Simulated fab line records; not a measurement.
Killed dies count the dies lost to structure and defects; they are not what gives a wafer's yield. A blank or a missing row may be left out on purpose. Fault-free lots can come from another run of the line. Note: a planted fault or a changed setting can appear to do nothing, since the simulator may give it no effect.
fab line records	flow sky130
record lots=15	wafers=45	last_day=50
route steps=708 shown PWDE@49 VT_ADJUST_HVTP@93 LI_CONTACT@365 LOCAL_INTERCONNECT@402
lots that met no fault: taken from a fault-free run of the same line
start_h: the number of hours between the record's first day and the start of the first shown wafer of the lot	wait_h: hours from the lot's prior step to this one	" same as the row above	L1.1+2: a row that stands for several wafers	- no value, or no start given	* or withheld: withheld	< > ~ a bound
route shown NAME@n: NAME is a module with steps in the file, n the number in the route of the first one	usual: average and standard deviation across the fault-free wafers	same: alike in all rows	chamber/n: place in a boat	sites: per-site readings	_std_site: standard deviation of those values	_edge_site: inner sites' mean taken away from outer sites' mean	radius_mm: for every site, how far away it sits from the centre of the wafer	mask NAME#n: copy n	behind: the last tool/chamber to shape the wafer	hold: why the lot was held/for how many hours/how that ended	device: whichever transistor did not switch (one of n, p or np)	end of line: tests of these same wafers at the route's end	a step without rows: its recipe alone	killed: not the wafer's yield, but the dies lost to structure and defects at the first sort	map: per-die view of a wafer (x killed, . not killed, _ where there is no die)
set.NAME: the setting that was run; set.NAME@STEP: the one run at that earlier step	model.NAME: the simulator's own value behind a step, which no gauge read
route steps across a sampled set of lots; one table per step, one row per wafer
services: when a tool's chamber went out of use (start_h, in hours from the record's first day, below 0 if earlier), for how many hours, and the reason
## steps
# step SKY_PWDE_EXPOSE_04
# recipe mask_id=PWDEM	na=0.6	source_shape=conventional	sigma_outer=0.6	polarization=unpolarized	target_cd_nm=840	dose_mj=214
# usual exposure_dose_mJ_cm2=214.03/0.2	focus_offset_nm=0.0/0.59	sigma_outer=0.6/0
lot.wafer	tool	chamber	start_h	wait_h	mask	exposure_dose_mJ_cm2	focus_offset_nm	sigma_outer
L426.1	iline_stepper-02	0	60.74	-	PWDEM#0	214.10	-0.3	0.6
L426.5	"	0	"	"	PWDEM#0	213.87	0.4	0.6
L426.6	"	0	"	"	PWDEM#0	214.29	-0.8	0.6
L429.1	iline_stepper-01	0	78.37	-	PWDEM#0	214.01	1.2	0.6
L429.2	"	0	"	"	PWDEM#0	213.82	0.5	0.6
L429.4	"	0	"	"	PWDEM#0	214.09	0.1	0.6
L428.1	iline_stepper-02	0	78.61	-	PWDEM#0	213.91	0.8	0.6
L428.4	"	0	"	"	PWDEM#0	213.70	0.5	0.6
L428.5	"	0	"	"	PWDEM#0	214.21	1.0	0.6
L430.1	iline_stepper-02	0	82.01	-	PWDEM#0	213.81	0.1	0.6
L430.2	"	0	"	"	PWDEM#0	214.07	0.1	0.6
L430.4	"	0	"	"	PWDEM#0	213.67	-0.1	0.6
L432.2	iline_stepper-02	0	93.47	-	PWDEM#0	213.84	-0.1	0.6
L432.3	"	0	"	"	PWDEM#0	214.00	0.7	0.6
L432.4	"	0	"	"	PWDEM#0	214.10	-0.3	0.6
L434.1	iline_stepper-02	0	104.93	-	PWDEM#0	213.97	-0.5	0.6
L434.4	"	0	"	"	PWDEM#0	214.01	0.0	0.6
L434.5	"	0	"	"	PWDEM#0	214.06	-1.1	0.6
L435.1	iline_stepper-02	0	109.24	-	PWDEM#0	213.95	0.5	0.6
L435.4	"	0	"	"	PWDEM#0	213.84	0.4	0.6
L435.5	"	0	"	"	PWDEM#0	213.98	0.9	0.6
L437.3	iline_stepper-01	0	121.95	-	PWDEM#0	214.01	-0.8	0.6
L437.4	"	0	"	"	PWDEM#0	213.76	-0.1	0.6
L437.6	"	0	"	"	PWDEM#0	214.24	0.6	0.6
L438.1	iline_stepper-01	0	125.31	-	PWDEM#0	214.14	-1.3	0.6
L438.3	"	0	"	"	PWDEM#0	213.78	-1.3	0.6
L438.4	"	0	"	"	PWDEM#0	213.80	-0.9	0.6
L439.1	iline_stepper-02	0	131.23	-	PWDEM#0	213.70	-0.7	0.6
L439.3	"	0	"	"	PWDEM#0	213.75	-0.1	0.6
L439.4	"	0	"	"	PWDEM#0	213.77	0.4	0.6
L441.1	iline_stepper-02	-	145.03	-	PWDEM#0	-	-	-
L441.2	"	-	"	"	PWDEM#0	-	-	-
L441.5	"	-	"	"	PWDEM#0	-	-	-
L442.1	iline_stepper-02	-	152.55	-	PWDEM#0	-	-	-
L442.4	"	-	"	"	PWDEM#0	-	-	-
L442.5	"	-	"	"	PWDEM#0	-	-	-
L443.1	iline_stepper-01	-	156.63	-	PWDEM#0	-	-	-
L443.2	"	-	"	"	PWDEM#0	-	-	-
L443.4	"	-	"	"	PWDEM#0	-	-	-
L444.1	iline_stepper-02	0	164.28	-	PWDEM#0	214.05	-0.3	0.6
L444.3	"	0	"	"	PWDEM#0	213.62	0.1	0.6
L444.4	"	0	"	"	PWDEM#0	213.59	1.1	0.6
L449.3	iline_stepper-02	0	190.95	-	PWDEM#0	214.12	-0.9	0.6
L449.4	"	0	"	"	PWDEM#0	214.14	-0.1	0.6
L449.6	"	0	"	"	PWDEM#0	214.25	-0.9	0.6
# step SKY_VT_ADJUST_HVTP_OVL_MEAS_08
# usual VT_ADJUST_HVTP_OVL=-0.8/1.8
lot.wafer	tool	chamber	start_h	wait_h	VT_ADJUST_HVTP_OVL[nm]
L426.1	overlay-01	-	121.26	0.1	1.9
L426.5	"	-	"	"	3.5
L426.6	"	-	"	"	2.6
L429.1	overlay-02	-	140.18	0.1	-0.3
L429.2	"	-	"	"	-0.4
L429.4	"	-	"	"	-0.8
L428.1	overlay-01	-	141.28	0.1	-2.6
L428.4	"	-	"	"	-2.5
L428.5	"	-	"	"	-2.9
L430.1	overlay-02	-	145.32	0.1	-0.6
L430.2	"	-	"	"	-2.2
L430.4	"	-	"	"	-1.1
L432.2	overlay-01	-	158.83	0.1	-3.9
L432.3	"	-	"	"	-3.1
L432.4	"	-	"	"	-3.3
L434.1	overlay-01	-	171.81	0.1	-1.3
L434.4	"	-	"	"	-0.5
L434.5	"	-	"	"	0.1
L435.1	overlay-01	-	176.62	0.1	-1.2
L435.4	"	-	"	"	-0.1
L435.5	"	-	"	"	-0.4
L437.3	overlay-01	-	190.54	0.1	-0.4
L437.4	"	-	"	"	-1.4
L437.6	"	-	"	"	0.4
L438.1	overlay-01	-	196.63	0.1	-0.3
L438.3	"	-	"	"	-0.9
L438.4	"	-	"	"	-0.8
L439.1	overlay-01	-	202.98	0.1	-0.3
L439.3	"	-	"	"	-0.5
L439.4	"	-	"	"	0.1
L441.1	overlay-01	-	219.48	0.1	1.2
L441.2	"	-	"	"	2.0
L441.5	"	-	"	"	1.1
L442.1	overlay-02	-	226.82	0.1	-1.2
L442.4	"	-	"	"	-1.5
L442.5	"	-	"	"	-2.0
L443.1	overlay-02	-	233.37	0.1	1.0
L443.2	"	-	"	"	0.6
L443.4	"	-	"	"	0.4
L444.1	overlay-02	-	240.43	0.1	0.1
L444.3	"	-	"	"	-0.2
L444.4	"	-	"	"	-1.7
L449.3	overlay-02	-	270.59	0.1	-0.9
L449.4	"	-	"	"	-0.1
L449.6	"	-	"	"	-1.1
# step SKY_LI_CONTACT_BOW_MEAS_03
# recipe mode=bow
# usual LI_CONTACT_BOW=56/6.7
lot.wafer	tool	chamber	start_h	wait_h	LI_CONTACT_BOW[um]
L426.1	film_metro-02	-	642.97	0.2	56
L426.5	"	-	"	"	53
L426.6	"	-	"	"	68
L428.1	film_metro-02	-	685.04	0.2	53
L428.4	"	-	"	"	58
L428.5	"	-	"	"	53
L429.1	film_metro-02	-	686.47	0.1	49
L429.2	"	-	"	"	56
L429.4	"	-	"	"	45
L430.1	film_metro-03	-	768.87	0.2	51
L430.2	"	-	"	"	45
L430.4	"	-	"	"	64
L432.2	film_metro-02	-	771.90	0.2	57
L432.3	"	-	"	"	54
L432.4	"	-	"	"	47
L435.1	film_metro-03	-	773.22	0.1	67
L435.4	"	-	"	"	59
L435.5	"	-	"	"	59
L437.3	film_metro-03	-	773.47	0.2	57
L437.4	"	-	"	"	62
L437.6	"	-	"	"	58
L434.1	film_metro-03	-	775.72	0.1	49
L434.4	"	-	"	"	59
L434.5	"	-	"	"	50
L438.1	film_metro-03	-	776.88	0.1	51
L438.3	"	-	"	"	29
L438.4	"	-	"	"	56
L439.1	film_metro-02	-	782.27	0.1	55
L439.3	"	-	"	"	54
L439.4	"	-	"	"	57
L441.1	film_metro-02	-	782.57	0.2	57
L441.2	"	-	"	"	57
L441.5	"	-	"	"	50
L442.1	film_metro-04	-	784.30	0.1	62
L442.4	"	-	"	"	63
L442.5	"	-	"	"	55
L443.1	film_metro-02	-	784.60	0.2	52
L443.2	"	-	"	"	45
L443.4	"	-	"	"	57
L444.1	film_metro-04	-	786.23	0.2	53
L444.3	"	-	"	"	56
L444.4	"	-	"	"	52
L449.3	film_metro-02	-	821.86	0.1	53
L449.4	"	-	"	"	50
L449.6	"	-	"	"	61
# step SKY_LOCAL_INTERCONNECT_STRIP_15
# recipe chemistry=O2/N2	power_w=1400	pressure_mtorr=1500	platen_temp_c=withheld	o2_flow_sccm=3000	n2_flow_sccm=300	overash_fraction=0.5
# usual drypump_motor_current_A=5.8/0.66	oes_product_au=0.426/0.0046	strip_time_to_endpoint_s=4.721/0.022
lot.wafer	tool	chamber	start_h	wait_h	drypump_motor_current_A	oes_product_au	rf_hours_counter_h	strip_time_to_endpoint_s
L426.1	plasma_asher-03	1	700.62	0.0	5.0	0.423	27	4.743
L426.5	"	0	"	"	5.8	0.432	-	4.720
L426.6	"	1	"	"	5.0	0.421	-	4.732
L428.1	plasma_asher-04	0	743.63	0.0	5.2	0.432	0	4.746
L428.4	"	0	"	"	5.2	0.429	-	4.741
L428.5	"	1	"	"	6.5	0.431	-	4.738
L429.1	plasma_asher-02	0	743.98	0.0	6.7	0.426	96	4.764
L429.2	"	1	"	"	5.4	0.422	96	4.729
L429.4	"	1	"	"	5.4	0.427	-	4.767
L430.1	plasma_asher-04	1	823.74	0.1	6.5	0.429	8	4.709
L430.2	"	0	"	"	5.2	0.425	8	4.740
L430.4	"	0	"	"	5.2	0.420	-	4.708
L432.2	plasma_asher-03	1	825.92	0.0	4.9	0.425	40	4.707
L432.3	"	1	"	"	4.9	0.434	-	4.715
L432.4	"	0	"	"	5.8	0.428	-	4.700
L435.1	plasma_asher-04	1	826.91	0.0	6.5	0.430	8	4.736
L435.4	"	1	"	"	6.5	0.434	-	4.736
L435.5	"	1	"	"	6.5	0.427	-	4.735
L437.3	plasma_asher-03	1	827.29	0.1	4.9	0.430	-	4.725
L437.4	"	0	"	"	5.8	0.422	-	4.714
L437.6	"	1	"	"	5.0	0.422	-	4.729
L434.1	plasma_asher-03	1	829.73	0.0	5.0	0.431	41	4.753
L434.4	"	0	"	"	5.8	0.421	-	4.708
L434.5	"	1	"	"	5.0	0.426	-	4.717
L438.1	plasma_asher-02	0	832.36	0.0	6.8	0.417	105	4.665
L438.3	"	1	"	"	5.4	0.421	-	4.703
L438.4	"	0	"	"	6.8	0.427	-	4.692
L439.1	plasma_asher-02	1	836.43	0.0	5.3	0.425	106	4.761
L439.3	"	1	"	"	5.4	0.428	-	4.733
L439.4	"	0	"	"	6.7	0.427	-	4.730
L441.1	plasma_asher-03	1	836.78	0.1	4.9	0.427	42	4.712
L441.2	"	0	"	"	5.8	0.425	42	4.750
L441.5	"	1	"	"	4.9	0.428	-	4.720
L442.1	plasma_asher-03	1	837.37	0.0	4.9	0.428	42	4.706
L442.4	"	0	"	"	5.8	0.414	-	4.698
L442.5	"	1	"	"	5.0	0.421	-	4.697
L443.1	plasma_asher-02	0	838.61	0.0	6.8	0.429	106	4.729
L443.2	"	1	"	"	5.3	0.424	106	4.705
L443.4	"	0	"	"	6.8	0.423	-	4.712
L444.1	plasma_asher-03	1	839.92	0.0	4.9	0.424	42	4.697
L444.3	"	1	"	"	4.9	0.417	-	4.707
L444.4	"	0	"	"	5.8	0.429	-	4.699
L449.3	plasma_asher-02	0	876.21	0.1	6.7	0.422	-	4.696
L449.4	"	1	"	"	5.4	0.429	-	4.709
L449.6	"	0	"	"	6.7	0.422	-	4.703
## services
tool	chamber	start_h	hours	kind
plasma_asher-03	-	59.54	0.9	repair
plasma_asher-02	-	92.78	3.9	repair
plasma_asher-03	-	125.48	9.8	pm
iline_stepper-02	-	128.57	1.7	pm
iline_stepper-01	-	130.24	1.7	pm
iline_stepper-02	-	141.16	2.5	repair
plasma_asher-03	-	142.07	0.8	repair
plasma_asher-03	-	167.32	0.3	repair
plasma_asher-03	-	272.52	4.3	pm
iline_stepper-02	-	320.51	1.8	repair
plasma_asher-02	-	325.50	1.6	repair
iline_stepper-02	-	346.75	1.7	pm
plasma_asher-03	-	361.22	1.5	repair
iline_stepper-02	-	408.16	4.4	pm
plasma_asher-03	-	421.25	9.0	pm
iline_stepper-02	-	560.45	18.7	repair
iline_stepper-02	-	579.14	1.7	pm
plasma_asher-02	-	620.33	0.7	repair
plasma_asher-02	-	631.58	2.8	repair
plasma_asher-03	-	671.64	2.8	pm
plasma_asher-02	-	674.39	2.8	pm
iline_stepper-02	-	692.79	4.3	repair
iline_stepper-02	-	731.25	2.1	pm
iline_stepper-02	-	783.11	1.7	pm
## key
first_sign step=SKY_PWDE_EXPOSE_04	reading=tool_record	direction=missing
effect none on later readings
met_at SKY_PWDE_EXPOSE_04
struck_lots L441,L442,L443
sort_left_out L441.1,L441.2,L441.5,L442.1,L442.4,L442.5,L443.1,L443.2,L443.4
tester_left_out L441,L442,L443
not_acting_at SKY_VT_ADJUST_HVTP_OVL_MEAS_08,SKY_LI_CONTACT_BOW_MEAS_03,SKY_LOCAL_INTERCONNECT_STRIP_15
onset_between 131.23 145.03
fault kind=skipped_step_whole	tool=iline_stepper-01,iline_stepper-02	chamber=-	onset_h=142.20	steps=SKY_PWDE_EXPOSE_04	scope=struck_lots_only
# tester_left_out: of these lots the tester's yield and bins aren't shown, on N5 and GAA mostly nor the transistor test; their killed dies are dies lost to structure and defects alone, not to doping, threshold or leakage, so they don't give the yield
# sort_left_out: the simulated sort isn't trusted on such a fault, so these wafers' sort isn't shown, and their yield isn't known
